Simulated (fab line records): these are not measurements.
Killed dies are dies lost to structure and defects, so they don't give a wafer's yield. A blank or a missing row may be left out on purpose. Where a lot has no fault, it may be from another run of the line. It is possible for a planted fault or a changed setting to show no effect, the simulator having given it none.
Which tool did it? :: flow sfqLine :: 13 lots, 38 wafers sampled, at 4 steps of a route of 325

## WHAT EACH GAUGE READ, for each wafer
SFQ_I7_OVL_MEAS_947. Usual: for I7_OVL the level is -1 nm and the standard deviation is 6.3.
lot: L242
measured: day 81 14:26
on: overlay-02
I7_OVL (nm): 5 6 -1
flag: 

lot: L243
measured: day 81 16:45
on: overlay-01
I7_OVL (nm): 3 1 3
flag: 

lot: L244
measured: day 81 17:58
on: overlay-01
I7_OVL (nm): -8 -2 -6
flag: 

lot: L245
measured: day 81 20:19
on: overlay-02
I7_OVL (nm): -5 -1 0
flag: 

lot: L246
measured: day 81 23:55
on: overlay-02
I7_OVL (nm): -4 -9 0
flag: 

lot: L247
measured: day 82 02:19
on: overlay-02
I7_OVL (nm): 3 0 2
flag: 

lot: L248
measured: day 82 04:45
on: overlay-01
I7_OVL (nm): -2 4 -1
flag: 

lot: L249
measured: day 86 20:15
on: overlay-02
I7_OVL (nm): -2 3 0
flag: 

lot: L250
measured: day 86 21:26
on: overlay-01
I7_OVL (nm): -1 1 2
flag: 

lot: L251
measured: day 86 23:51
on: overlay-01
I7_OVL (nm): -13 -12 -15
flag: 

lot: L260
measured: day 88 16:34
on: overlay-02
I7_OVL (nm): -4 2
flag: 

lot: L264
measured: day 91 14:59
on: overlay-02
I7_OVL (nm): 7 6 5
flag: 

lot: L265
measured: day 91 18:35
on: overlay-02
I7_OVL (nm): 7 13 2
flag: 

## WHICH TOOL RAN EACH LOT (tool, then ch and the chambers of the sampled wafers, then the start)
lot: L242
SFQ_TRILAYER_I2_VIA_BARC_OPEN_VIA_ETCH_096: rieDiel-02 ch 1,2, day 29 05:37
SFQ_TRILAYER_M6_ETCH_METAL_ETCH_162: rieMetal-03 ch 0,1, day 72 07:46
SFQ_TRILAYER_I7_METRO_MEASURE_185: filmMetro-03, day 81 10:52

lot: L243
SFQ_TRILAYER_I2_VIA_BARC_OPEN_VIA_ETCH_096: rieDiel-03 ch 0,3, day 30 03:13
SFQ_TRILAYER_M6_ETCH_METAL_ETCH_162: rieMetal-03 ch 0,1, day 74 17:40
SFQ_TRILAYER_I7_METRO_MEASURE_185: filmMetro-02, day 81 13:18

lot: L244
SFQ_TRILAYER_I2_VIA_BARC_OPEN_VIA_ETCH_096: rieDiel-01 ch 0,2,3, day 30 18:46
SFQ_TRILAYER_M6_ETCH_METAL_ETCH_162: rieMetal-04 ch 0,1, day 74 20:07
SFQ_TRILAYER_I7_METRO_MEASURE_185: filmMetro-04, day 81 14:52

lot: L245
SFQ_TRILAYER_I2_VIA_BARC_OPEN_VIA_ETCH_096: rieDiel-02 ch 0,1, day 31 05:42
SFQ_TRILAYER_M6_ETCH_METAL_ETCH_162: rieMetal-02 ch 0,1, day 75 03:23
SFQ_TRILAYER_I7_METRO_MEASURE_185: filmMetro-03, day 81 16:52

lot: L246
SFQ_TRILAYER_I2_VIA_BARC_OPEN_VIA_ETCH_096: rieDiel-01 ch 2,3, day 31 08:06
SFQ_TRILAYER_M6_ETCH_METAL_ETCH_162: rieMetal-03 ch 0, day 75 04:35
SFQ_TRILAYER_I7_METRO_MEASURE_185: filmMetro-02, day 81 20:40

lot: L247
SFQ_TRILAYER_I2_VIA_BARC_OPEN_VIA_ETCH_096: rieDiel-03 ch 0,1,2, day 32 03:18
SFQ_TRILAYER_M6_ETCH_METAL_ETCH_162: rieMetal-04 ch 0, day 75 05:51
SFQ_TRILAYER_I7_METRO_MEASURE_185: filmMetro-04, day 81 21:40

lot: L248
SFQ_TRILAYER_I2_VIA_BARC_OPEN_VIA_ETCH_096: rieDiel-02 ch 0,1,2, day 32 16:30
SFQ_TRILAYER_M6_ETCH_METAL_ETCH_162: rieMetal-02 ch 0,1, day 75 08:11
SFQ_TRILAYER_I7_METRO_MEASURE_185: filmMetro-03, day 82 01:29

lot: L249
SFQ_TRILAYER_I2_VIA_BARC_OPEN_VIA_ETCH_096: rieDiel-03 ch 0,3, day 33 03:18
SFQ_TRILAYER_M6_ETCH_METAL_ETCH_162: rieMetal-03 ch 0,1, day 75 09:23
SFQ_TRILAYER_I7_METRO_MEASURE_185: filmMetro-02, day 82 04:29

lot: L250
SFQ_TRILAYER_I2_VIA_BARC_OPEN_VIA_ETCH_096: rieDiel-03 ch 0,2, day 33 18:54
SFQ_TRILAYER_M6_ETCH_METAL_ETCH_162: rieMetal-04 ch 0, day 75 10:39
SFQ_TRILAYER_I7_METRO_MEASURE_185: filmMetro-04, day 82 04:50

lot: L251
SFQ_TRILAYER_I2_VIA_BARC_OPEN_VIA_ETCH_096: rieDiel-02 ch 0,2,3, day 33 22:30
SFQ_TRILAYER_M6_ETCH_METAL_ETCH_162: rieMetal-04 ch 1, day 77 00:01
SFQ_TRILAYER_I7_METRO_MEASURE_185: filmMetro-03, day 82 07:29

lot: L260
SFQ_TRILAYER_I2_VIA_BARC_OPEN_VIA_ETCH_096: rieDiel-03 ch 1,3, day 37 07:17
SFQ_TRILAYER_M6_ETCH_METAL_ETCH_162: rieMetal-02 ch 1, day 78 13:28
SFQ_TRILAYER_I7_METRO_MEASURE_185: filmMetro-02, day 84 03:50

lot: L264
SFQ_TRILAYER_I2_VIA_BARC_OPEN_VIA_ETCH_096: rieDiel-02 ch 1,2,3, day 38 00:50
SFQ_TRILAYER_M6_ETCH_METAL_ETCH_162: rieMetal-02 ch 0, day 83 02:11
SFQ_TRILAYER_I7_METRO_MEASURE_185: filmMetro-03, day 88 05:09

lot: L265
SFQ_TRILAYER_I2_VIA_BARC_OPEN_VIA_ETCH_096: rieDiel-01 ch 0,1,3, day 38 12:56
SFQ_TRILAYER_M6_ETCH_METAL_ETCH_162: rieMetal-02 ch 0, day 83 05:45
SFQ_TRILAYER_I7_METRO_MEASURE_185: filmMetro-04, day 88 09:59
- SFQ_TRILAYER_I2_VIA_BARC_OPEN_VIA_ETCH_096: etches BARC in O2, target depth 125 nm, time 41.7 s.
- SFQ_TRILAYER_M6_ETCH_METAL_ETCH_162: etches Nb in Cl2/Ar, stops on SiO2, target depth 240 nm, time 120 s.
- SFQ_TRILAYER_I7_METRO_MEASURE_185

## AS READ BY THE TOOLS THEMSELVES (means over the sampled wafers that have a number; for cases with no such wafer, the mark the record gives instead)
SFQ_TRILAYER_I2_VIA_BARC_OPEN_VIA_ETCH_096. Usual: drypumpMotorCurrentA 5.6 A, standard deviation 0.39; oesProductAu 0.686 a.u., standard deviation 0.0047; rfFwdPowerW 494.9 W, standard deviation 2.6.
lot: L242
tool: rieDiel-02
drypumpMotorCurrentA (A): 6.0
oesProductAu (a.u.): 0.685
rfFwdPowerW (W): 494.6
flag: 

lot: L243
tool: rieDiel-03
drypumpMotorCurrentA (A): 5.4
oesProductAu (a.u.): 0.686
rfFwdPowerW (W): 494.6
flag: 

lot: L244
tool: rieDiel-01
drypumpMotorCurrentA (A): 5.3
oesProductAu (a.u.): 0.683
rfFwdPowerW (W): 495.9
flag: 

lot: L245
tool: rieDiel-02
drypumpMotorCurrentA (A): 5.8
oesProductAu (a.u.): 0.685
rfFwdPowerW (W): 493.8
flag: 

lot: L246
tool: rieDiel-01
drypumpMotorCurrentA (A): 5.4
oesProductAu (a.u.): 0.685
rfFwdPowerW (W): 492.9
flag: 

lot: L247
tool: rieDiel-03
drypumpMotorCurrentA (A): 5.9
oesProductAu (a.u.): 0.685
rfFwdPowerW (W): 492.8
flag: 

lot: L248
tool: rieDiel-02
drypumpMotorCurrentA (A): 5.8
oesProductAu (a.u.): 0.689
rfFwdPowerW (W): 492.9
flag: 

lot: L249
tool: rieDiel-03
drypumpMotorCurrentA (A): 5.8
oesProductAu (a.u.): 0.684
rfFwdPowerW (W): 494.9
flag: 

lot: L250
tool: rieDiel-03
drypumpMotorCurrentA (A): 5.9
oesProductAu (a.u.): 0.683
rfFwdPowerW (W): 496.7
flag: 

lot: L251
tool: rieDiel-02
drypumpMotorCurrentA (A): 5.8
oesProductAu (a.u.): 0.687
rfFwdPowerW (W): 493.8
flag: 

lot: L260
tool: rieDiel-03
drypumpMotorCurrentA (A): 5.4
oesProductAu (a.u.): 0.678
rfFwdPowerW (W): 496.1
flag: 

lot: L264
tool: rieDiel-02
drypumpMotorCurrentA (A): 6.0
oesProductAu (a.u.): 0.686
rfFwdPowerW (W): 493.0
flag: 

lot: L265
tool: rieDiel-01
drypumpMotorCurrentA (A): 5.4
oesProductAu (a.u.): 0.687
rfFwdPowerW (W): 493.1
flag: 

SFQ_TRILAYER_M6_ETCH_METAL_ETCH_162. Usual: drypumpMotorCurrentA 5.9 A, standard deviation 0.52; oesProductAu 0.894 a.u., standard deviation 0.0083; rfFwdPowerW 597.2 W, standard deviation 2.1.
lot: L242
tool: rieMetal-03
drypumpMotorCurrentA (A): 6.0
oesProductAu (a.u.): 0.886
rfFwdPowerW (W): 596.9
flag: 

lot: L243
tool: rieMetal-03
drypumpMotorCurrentA (A): 6.0
oesProductAu (a.u.): 0.895
rfFwdPowerW (W): 596.3
flag: 

lot: L244
tool: rieMetal-04
drypumpMotorCurrentA (A): 6.0
oesProductAu (a.u.): 0.898
rfFwdPowerW (W): 598.5
flag: 

lot: L245
tool: rieMetal-02
drypumpMotorCurrentA (A): 6.0
oesProductAu (a.u.): 0.905
rfFwdPowerW (W): 594.9
flag: 

lot: L246
tool: rieMetal-03
drypumpMotorCurrentA (A): 5.0
oesProductAu (a.u.): 0.908
rfFwdPowerW (W): 596.5
flag: 

lot: L247
tool: rieMetal-04
drypumpMotorCurrentA (A): 6.2
oesProductAu (a.u.): 0.897
rfFwdPowerW (W): 597.8
flag: 

lot: L248
tool: rieMetal-02
drypumpMotorCurrentA (A): 6.0
oesProductAu (a.u.): 0.901
rfFwdPowerW (W): 595.6
flag: 

lot: L249
tool: rieMetal-03
drypumpMotorCurrentA (A): 6.0
oesProductAu (a.u.): 0.896
rfFwdPowerW (W): 598.2
flag: 

lot: L250
tool: rieMetal-04
drypumpMotorCurrentA (A): 6.2
oesProductAu (a.u.): 0.890
rfFwdPowerW (W): 598.4
flag: 

lot: L251
tool: rieMetal-04
drypumpMotorCurrentA (A): 5.7
oesProductAu (a.u.): 0.900
rfFwdPowerW (W): 595.6
flag: 

lot: L260
tool: rieMetal-02
drypumpMotorCurrentA (A): 5.8
oesProductAu (a.u.): 0.899
rfFwdPowerW (W): 598.7
flag: 

lot: L264
tool: rieMetal-02
drypumpMotorCurrentA (A): 6.3
oesProductAu (a.u.): 0.900
rfFwdPowerW (W): 599.0
flag: 

lot: L265
tool: rieMetal-02
drypumpMotorCurrentA (A): 6.3
oesProductAu (a.u.): 0.893
rfFwdPowerW (W): 597.9
flag: 

SFQ_TRILAYER_I7_METRO_MEASURE_185. Usual: thkNm reads 198.7 nm (standard deviation 1.5).
lot: L242
tool: filmMetro-03
thkNm (nm): 197.1
flag: 

lot: L243
tool: filmMetro-02
thkNm (nm): 198.8
flag: 

lot: L244
tool: filmMetro-04
thkNm (nm): 198.3
flag: 

lot: L245
tool: filmMetro-03
thkNm (nm): 198.2
flag: 

lot: L246
tool: filmMetro-02
thkNm (nm): 197.7
flag: 

lot: L247
tool: filmMetro-04
thkNm (nm): 199.0
flag: 

lot: L248
tool: filmMetro-03
thkNm (nm): 199.2
flag: 

lot: L249
tool: filmMetro-02
thkNm (nm): 198.8
flag: 

lot: L250
tool: filmMetro-04
thkNm (nm): 198.3
flag: 

lot: L251
tool: filmMetro-03
thkNm (nm): 198.4
flag: 

lot: L260
tool: filmMetro-02
thkNm (nm): 196.5
flag: 

lot: L264
tool: filmMetro-03
thkNm (nm): 199.3
flag: 

lot: L265
tool: filmMetro-04
thkNm (nm): 197.3
flag: 

## THE ANSWER, worked out from the rows above alone
Rule: take the mean of a lot's wafers that have a number; if it is more than 3 standard deviations from the usual mean, the lot is off. A lot without any number at a reading at which 4 lots or more have one is off too. The other lots that the step has rows for count as sound. The gauges are gone through in route order, then the tools' own readings, and for those a lot's mean is taken as printed above. At the first step where some lot is off, the reading lying furthest off is the one used; lots without a number count as furthest.
Nothing can be told from this: no lot is off at any reading shown.

## WHAT THE SIMULATOR PUT IN
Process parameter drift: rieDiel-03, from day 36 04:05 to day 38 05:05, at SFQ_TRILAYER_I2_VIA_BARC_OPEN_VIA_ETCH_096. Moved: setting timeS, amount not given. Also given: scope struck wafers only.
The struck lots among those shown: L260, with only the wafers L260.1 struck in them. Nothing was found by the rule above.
